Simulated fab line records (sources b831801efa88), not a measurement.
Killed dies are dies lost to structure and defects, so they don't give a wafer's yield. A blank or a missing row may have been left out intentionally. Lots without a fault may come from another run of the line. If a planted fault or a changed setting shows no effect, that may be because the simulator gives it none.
Which tool was responsible? -- flow sky130 -- 7 lots, 20 wafers sampled, at 2 steps of a route of 708

== WHAT EACH GAUGE READ, for each wafer ==
SKY_RES_XHIGH_TW_MEAS_09.
lot,measured,on,RES_XHIGH_TW
L617,day 26 19:08,film metro-03,1620 1620 1630
L619,day 27 15:40,film metro-04,1622 1624 1629
L621,day 28 15:05,film metro-04,1614 1621 1617
L625,day 29 20:34,film metro-03,1635 1636 1635
L630,day 31 18:04,film metro-02,1651 1658 1651
L637,day 34 03:04,film metro-02,30 1647
L639,day 34 10:43,film metro-03,1632 1643 1627

== WHICH TOOL RAN EACH LOT (tool, then ch and the chambers of the sampled wafers, then the start) ==
lot,SKY_RES_XHIGH_DEVELOP_06
L617,"litho track-01 ch 0, day 26 18:44"
L619,"litho track-04 ch 0, day 27 15:16"
L621,"litho track-01 ch 0, day 28 14:41"
L625,"litho track-04 ch 0, day 29 20:10"
L630,"litho track-02 ch 0, day 31 17:40"
L637,"litho track-02 ch 0, day 34 02:41"
L639,"litho track-04 ch 0, day 34 10:19"
- SKY_RES_XHIGH_DEVELOP_06: develop time 60 s.

== THE ANSWER, worked out from the rows above alone ==
Rule: the lots themselves supply what counts as usual. The widest of any qualifying gaps counts: lots, ordered by their means at a reading, are off when they make up no more than a third of the lots, leave a main group of 4 or more, and stand apart from it by 3 or more times the standard deviation of that group's means. A main group is skipped when, at the precision printed for the reading in the tables above, its means are all equal. A lot without any number at a reading at which 4 lots or more have one is off too. All remaining lots with rows at the step are treated as sound.
Off: L637, at SKY_RES_XHIGH_TW_MEAS_09 (RES_XHIGH_TW). The main group has a mean of 1631 with a standard deviation of 12.
A tool fits if, at a process step before that reading, it ran every lot that is off, and no sound lot after the first of them. Gauges at SKY_RES_XHIGH_TW_MEAS_09: tried the same way as those tools. This does not decide it: 2 tools fit, namely litho track-02 at SKY_RES_XHIGH_DEVELOP_06 and film metro-02 at SKY_RES_XHIGH_TW_MEAS_09.

== WHAT THE SIMULATOR HAD INSERTED ==
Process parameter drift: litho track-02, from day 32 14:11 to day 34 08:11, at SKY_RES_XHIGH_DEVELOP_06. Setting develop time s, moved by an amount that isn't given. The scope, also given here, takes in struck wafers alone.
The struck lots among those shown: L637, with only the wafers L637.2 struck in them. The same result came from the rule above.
